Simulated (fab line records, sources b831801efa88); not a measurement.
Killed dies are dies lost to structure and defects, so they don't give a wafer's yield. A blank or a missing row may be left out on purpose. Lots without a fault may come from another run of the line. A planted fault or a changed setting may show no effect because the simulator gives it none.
fab line records | flow sky130
record lots=12 wafers=36 last_day=50
route steps=708 shown RES_PROTECT@210 POLY_GATE@236 LDD_HVP@287 POLY_CUT@317
lots that met no fault: from a run of the same line without faults
start_h: hours from the record's first day to the start of the lot's first wafer shown | wait_h: hours since the lot's step before | " the same as in the row above | L1.1+2: a row that stands for several wafers | - no value, or no start given | * or withheld: withheld | < > ~ a bound
route shown NAME@n: a module of which the file shows steps, and the number in the route of the first | usual: mean/standard deviation of fault-free wafers | same: alike in all rows | chamber/n: place in a boat | sites: the reading at each site | _std_site: their standard deviation | _edge_site: outer sites' mean less inner sites' | radius_mm: how far each site lies from the wafer's centre | mask NAME#n: copy n | behind: the tool/chamber that last shaped the wafer | hold: why the lot was held/for how many hours/how that ended | device: the transistor (n, p or np) that didn't switch | end of line: the same wafers' tests at the end of the route | a step without rows: its recipe alone | killed: dies lost to structure and defects at the first sort, not the wafer's yield | map: a wafer's dies, x killed, . not, _ none there
set.NAME: the setting as run; set.NAME@STEP: as run at that earlier step | model.NAME: the simulator's own value behind a step, which no gauge read
steps of the route over a sample of lots; a table a step, a row a wafer
services: from which hour (start_h, from the record's first day; less than 0 if before it) a tool's chamber was out of use, for how many hours, and why
## steps
# step SKY_RES_PROTECT_EXPOSE_04
# recipe mask_id=RPM na=0.6 source_shape=conventional sigma_outer=0.6 polarization=unpolarized target_cd_nm=1270 dose_mj=131
# columns lot.wafer tool chamber start_h wait_h mask
L246.1+4+6 iline_stepper-01 0 332.09 - RPM#0
L247.4+5+6 iline_stepper-02 0 342.27 - RPM#0
L249.2+3+5 iline_stepper-01 0 355.89 - RPM#0
L250.2+5+6 iline_stepper-01 0 370.15 - RPM#0
L251.4+5+6 iline_stepper-02 0 376.70 - RPM#0
L257.1+4+5 iline_stepper-01 0 423.07 - RPM#0
L258.1+4+5 iline_stepper-02 0 431.05 - RPM#0
L259.1+2+5 iline_stepper-02 0 440.93 - RPM#0
L260.2+3+6 iline_stepper-02 0 450.35 - RPM#0
L261.1+2+5 iline_stepper-01 0 456.62 - NTM#0
L262.2+4+6 iline_stepper-02 0 477.07 - RPM#0
L265.1+4+5 iline_stepper-01 0 494.67 - RPM#0
# step SKY_RES_PROTECT_TW_MEAS_08
# usual POLY_GATE_TW=4043/30
# columns lot.wafer tool chamber start_h wait_h POLY_GATE_TW
L246.1 film_metro-01 - 344.88 0.1 4095
L246.4 " - " " 4060
L246.6 " - " " 4057
L247.4 film_metro-02 - 356.45 0.1 4049
L247.5 " - " " 4022
L247.6 " - " " 4041
L249.2 film_metro-02 - 369.39 0.1 4027
L249.3 " - " " 4061
L249.5 " - " " 4049
L250.2 film_metro-02 - 384.74 0.1 4094
L250.5 " - " " 4075
L250.6 " - " " 4060
L251.4 film_metro-04 - 391.33 0.1 4020
L251.5 " - " " 3995
L251.6 " - " " 3989
L257.1 film_metro-01 - 437.22 0.1 4077
L257.4 " - " " 4081
L257.5 " - " " 4073
L258.1 film_metro-04 - 446.53 0.1 4039
L258.4 " - " " 4015
L258.5 " - " " 4046
L259.1 film_metro-01 - 456.73 0.1 4066
L259.2 " - " " 4072
L259.5 " - " " 4080
L260.2 film_metro-01 - 465.44 0.1 4057
L260.3 " - " " 4070
L260.6 " - " " 4055
L261.1 film_metro-04 - 471.68 0.1 30
L261.2 " - " " 30
L261.5 " - " " 30
L262.2 film_metro-04 - 493.06 0.1 3999
L262.4 " - " " 4009
L262.6 " - " " 4002
L265.1 film_metro-04 - 509.07 0.1 4018
L265.4 " - " " 4017
L265.5 " - " " 4025
# step SKY_POLY_GATE_CD_MEAS_22
# usual cd_nm=150.0/2.3
# columns lot.wafer tool chamber start_h wait_h cd_nm
L246.1 cd_sem-02 - 376.76 0.1 149.1
L246.4 " - " " 152.8
L246.6 " - " " 148.5
L247.4 cd_sem-01 - 388.77 0.1 145.2
L247.5 " - " " 145.5
L247.6 " - " " 143.7
L249.2 cd_sem-01 - 402.80 0.1 148.7
L249.3 " - " " 151.5
L249.5 " - " " 147.4
L250.2 cd_sem-02 - 417.97 0.1 153.4
L250.5 " - " " 150.4
L250.6 " - " " 151.6
L251.4 cd_sem-02 - 426.78 0.1 149.6
L251.5 " - " " 151.2
L251.6 " - " " 145.8
L257.1 cd_sem-02 - 472.33 0.1 147.4
L257.4 " - " " 146.4
L257.5 " - " " 148.0
L258.1 cd_sem-01 - 481.14 0.1 151.0
L258.4 " - " " 149.8
L258.5 " - " " 150.4
L259.1 cd_sem-02 - 490.84 0.1 149.3
L259.2 " - " " 144.9
L259.5 " - " " 152.3
L260.2 cd_sem-02 - 499.86 0.1 151.1
L260.3 " - " " 150.5
L260.6 " - " " 147.7
L261.1 cd_sem-02 - 506.47 0.1 149.1
L261.2 " - " " 150.5
L261.5 " - " " 148.6
L262.2 cd_sem-02 - 528.13 0.1 147.9
L262.4 " - " " 153.5
L262.6 " - " " 150.0
L265.1 cd_sem-01 - 543.23 0.1 149.8
L265.4 " - " " 150.3
L265.5 " - " " 152.5
# step SKY_LDD_HVP_STRIP_09
# recipe chemistry=O2/N2 power_w=1400 pressure_mtorr=1500 platen_temp_c=withheld o2_flow_sccm=3000 n2_flow_sccm=300 overash_fraction=0.5
# usual drypump_motor_current_A=5.9/0.37 oes_product_au=0.409/0.0047 strip_time_to_endpoint_s=4.138/0.014
# columns lot.wafer tool chamber start_h wait_h drypump_motor_current_A oes_product_au rf_hours_counter_h strip_time_to_endpoint_s
L246.1 plasma_asher-03 0 499.40 0.1 5.9 0.407 82 4.130
L246.4 " 0 " " 5.9 0.411 - 4.116
L246.6 " 0 " " 5.9 0.409 - 4.132
L247.4 plasma_asher-03 1 512.28 0.1 6.1 0.414 - 4.148
L247.5 " 0 " " 5.9 0.412 - 4.163
L247.6 " 1 " " 6.1 0.413 - 4.148
L249.2 plasma_asher-02 0 526.08 0.1 5.7 0.414 38 4.149
L249.3 " 0 " " 5.7 0.410 - 4.139
L249.5 " 0 " " 5.7 0.414 - 4.138
L250.2 plasma_asher-01 1 540.76 0.1 5.2 0.414 11 4.159
L250.5 " 0 " " 6.3 0.412 - 4.157
L250.6 " 1 " " 5.2 0.405 - 4.153
L251.4 plasma_asher-03 0 549.23 0.1 5.9 0.407 - 4.143
L251.5 " 1 " " 6.1 0.416 - 4.151
L251.6 " 0 " " 5.9 0.413 - 4.144
L257.1 plasma_asher-02 0 594.23 0.1 5.7 0.411 44 4.167
L257.4 " 1 " " 6.2 0.410 - 4.164
L257.5 " 1 " " 6.2 0.415 - 4.166
L258.1 plasma_asher-02 0 602.46 0.1 5.7 0.406 45 4.155
L258.4 " 1 " " 6.2 0.405 - 4.156
L258.5 " 1 " " 6.2 0.411 - 4.149
L259.1 plasma_asher-01 1 612.41 0.1 5.2 0.416 19 4.131
L259.2 " 0 " " 6.3 0.411 19 4.124
L259.5 " 1 " " 5.2 0.409 - 4.123
L260.2 plasma_asher-01 1 623.86 0.1 5.2 0.413 20 4.128
L260.3 " 0 " " 6.3 0.411 - 4.122
L260.6 " 0 " " 6.3 0.400 - 4.127
L261.1 plasma_asher-03 1 628.55 0.1 6.1 0.407 93 4.138
L261.2 " 0 " " 5.9 0.407 93 4.129
L261.5 " 0 " " 5.9 0.406 - 4.114
L262.2 plasma_asher-03 1 649.66 0.1 6.1 0.404 95 4.109
L262.4 " 0 " " 5.9 0.405 - 4.094
L262.6 " 0 " " 5.9 0.403 - 4.126
L265.1 plasma_asher-03 0 663.43 0.1 5.9 0.403 97 4.153
L265.4 " 0 " " 5.9 0.405 - 4.125
L265.5 " 0 " " 6.0 0.414 - 4.127
# step SKY_POLY_CUT_ETCH_10
# recipe chemistry=N2/H2 target=BARC ion_energy_ev=200 source_w=500 bias_w=98.83 pressure_mtorr=30 n2_flow_sccm=100 h2_flow_sccm=200 stop_on=SiO2 time_s=45.9 target_depth_a=600
# usual drypump_motor_current_A=5.5/0.39 oes_product_au=0.855/0.0046 throttle_valve_pct=13.225/0.0087
# columns lot.wafer tool chamber start_h wait_h drypump_motor_current_A oes_product_au rf_hours_counter_h throttle_valve_pct
L246.1 rie_diel-04 0 563.37 0.0 4.9 0.850 61 13.227
L246.4 " 2 " " 5.5 0.853 7 13.225
L246.6 " 2 " " 5.5 0.856 - 13.213
L247.4 rie_diel-01 0 573.64 0.0 5.0 0.857 - 13.233
L247.5 " 3 " " 5.3 0.849 - 13.232
L247.6 " 1 " " 6.1 0.864 - 13.221
L249.2 rie_diel-04 1 588.50 0.0 6.2 0.854 52 13.220
L249.3 " 0 " " 4.9 0.857 62 13.222
L249.5 " 3 " " 5.4 0.855 - 13.228
L250.2 rie_diel-03 0 604.00 0.0 5.7 0.855 0 13.222
L250.5 " 0 " " 5.7 0.862 - 13.236
L250.6 " 3 " " 5.6 0.857 - 13.220
L251.4 rie_diel-01 3 610.52 0.0 5.3 0.853 - 13.227
L251.5 " 0 " " 5.0 0.858 - 13.220
L251.6 " 2 " " 5.2 0.849 - 13.213
L257.1 rie_diel-03 1 655.87 0.0 5.2 0.854 2 13.230
L257.4 " 3 " " 5.6 0.861 17 13.220
L257.5 " 2 " " 5.8 0.854 - 13.203
L258.1 rie_diel-04 2 665.55 0.0 5.5 0.851 8 13.222
L258.4 " 0 " " 4.9 0.864 0 13.243
L258.5 " 1 " " 6.2 0.848 - 13.234
L259.1 rie_diel-04 3 674.20 0.0 5.4 0.856 4 13.223
L259.2 " 1 " " 6.2 0.856 54 13.241
L259.5 " 0 " " 4.9 0.859 - 13.216
L260.2 rie_diel-03 0 684.50 0.0 5.6 0.856 2 13.228
L260.3 " 2 " " 5.8 0.852 3 13.238
L260.6 " 3 " " 5.5 0.850 - 13.225
L261.1 rie_diel-01 0 688.85 0.0 5.0 0.852 12 13.223
L261.2 " 3 " " 5.3 0.856 32 13.221
L261.5 " 2 " " 5.2 0.862 - 13.218
L262.2 rie_diel-01 0 708.90 0.0 5.0 0.858 13 13.223
L262.4 " 2 " " 5.2 0.857 25 13.224
L262.6 " 3 " " 5.3 0.864 - 13.224
L265.1 rie_diel-03 3 722.05 0.0 5.6 0.853 19 13.224
L265.4 " 0 " " 5.7 0.852 3 13.232
L265.5 " 2 " " 5.8 0.851 - 13.229
## services
# columns tool chamber start_h hours kind
rie_diel-01 2 340.20 15.5 repair
iline_stepper-02 - 368.27 5.8 repair
rie_diel-01 - 388.49 2.2 repair
iline_stepper-02 - 401.35 1.7 pm
rie_diel-01 2 410.18 3.0 repair
iline_stepper-01 - 412.34 7.5 repair
rie_diel-04 3 461.15 2.3 repair
rie_diel-04 - 473.12 0.7 repair
rie_diel-04 0 477.06 11.2 repair
rie_diel-04 2 489.71 9.6 repair
iline_stepper-01 - 497.85 1.7 pm
iline_stepper-01 - 523.28 8.9 pm
rie_diel-04 3 523.38 1.6 repair
plasma_asher-03 - 529.27 11.5 repair
rie_diel-03 3 530.35 7.9 repair
iline_stepper-01 - 533.14 7.4 repair
rie_diel-04 1 538.26 9.1 repair
rie_diel-03 2 538.53 15.4 repair
rie_diel-01 1 541.13 1.3 repair
iline_stepper-02 - 619.53 1.7 pm
iline_stepper-02 - 626.11 3.7 repair
iline_stepper-01 - 687.39 4.4 pm
iline_stepper-01 - 707.38 2.1 pm
iline_stepper-01 - 716.03 1.7 pm
## key
first_sign step=SKY_RES_PROTECT_EXPOSE_04 reading=mask direction=changed
effect step=SKY_RES_PROTECT_TW_MEAS_08 reading=POLY_GATE_TW direction=down sigmas=99+ usual=4043 struck=30
met_at SKY_RES_PROTECT_EXPOSE_04
struck_lots L261
tester_left_out L261
not_acting_at SKY_POLY_GATE_CD_MEAS_22,SKY_LDD_HVP_STRIP_09,SKY_POLY_CUT_ETCH_10
onset_between 423.07 456.62
fault kind=wrong_mask tool=any chamber=- onset_h=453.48 steps=SKY_RES_PROTECT_EXPOSE_04 aux_copy=NTM#0 scope=struck_lots_only
# tester_left_out: of these lots the tester's yield and bins aren't shown, on N5 and GAA mostly nor the transistor test; their killed dies are dies lost to structure and defects alone, not to doping, threshold or leakage, so they don't give the yield
